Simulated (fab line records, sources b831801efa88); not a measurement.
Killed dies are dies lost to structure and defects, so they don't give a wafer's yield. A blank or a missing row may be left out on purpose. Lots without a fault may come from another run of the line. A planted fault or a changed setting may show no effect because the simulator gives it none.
Which tool did it? | flow sky130 | 11 lots, 33 wafers sampled, at 1 step of a route of 708

WHAT THE GAUGES READ, wafer by wafer
SKY_FIELD_ISO_BOW_MEAS_00.
lot  | measured    | on            | INCOMING_BOW (um)
L535 | day 1 10:00 | film_metro-02 | -18 -5 -7
L536 | day 1 15:01 | film_metro-01 | -6 5 1
L538 | day 2 01:00 | film_metro-02 | -3 -4 -7
L540 | day 2 11:01 | film_metro-02 | -16 1 0
L543 | day 3 02:00 | film_metro-02 | 8 11 0
L545 | day 3 12:00 | film_metro-01 | 7 -1 -2
L547 | day 3 22:01 | film_metro-02 | -1 -2 -6
L551 | day 4 18:02 | film_metro-04 | 2 3 -3
L552 | day 4 23:02 | film_metro-02 | 10 7 1
L553 | day 5 04:01 | film_metro-04 | 3 1 0
L556 | day 5 19:00 | film_metro-02 | -2 -6 -12

WHICH TOOL RAN EACH LOT (tool, then ch and the chambers of the sampled wafers, then the start)
The record holds no process step before these readings.

WHAT THE TOOLS THEMSELVES READ (means of the sampled wafers that have a number; where no wafer has one, the mark that the record gives instead)
The record holds no such reading with a usual standard deviation.

THE ANSWER, worked out from the rows above alone
Rule: what is usual is taken from the lots themselves. Put in order of their means at a reading, lots are off if they are a third of the lots or fewer, leave a main group of 4 or more, and stand apart from it by a gap of 3 or more times the standard deviation of the main group's means; of several such gaps the widest counts. A main group whose means are all the same, to the digits that the tables above print for the reading, isn't used. A lot without any number at a reading at which 4 lots or more have one is off too. The other lots that the step has rows for count as sound. The gauges are gone through in route order, then the tools' own readings, and for those a lot's mean is taken as printed above. The first step at which some lot is off is used, and at that step the reading that is off furthest; a lot without a number counts as furthest.
No lot is off at any reading shown: from this, nothing can be told.

WHAT THE SIMULATOR HAD PUT IN
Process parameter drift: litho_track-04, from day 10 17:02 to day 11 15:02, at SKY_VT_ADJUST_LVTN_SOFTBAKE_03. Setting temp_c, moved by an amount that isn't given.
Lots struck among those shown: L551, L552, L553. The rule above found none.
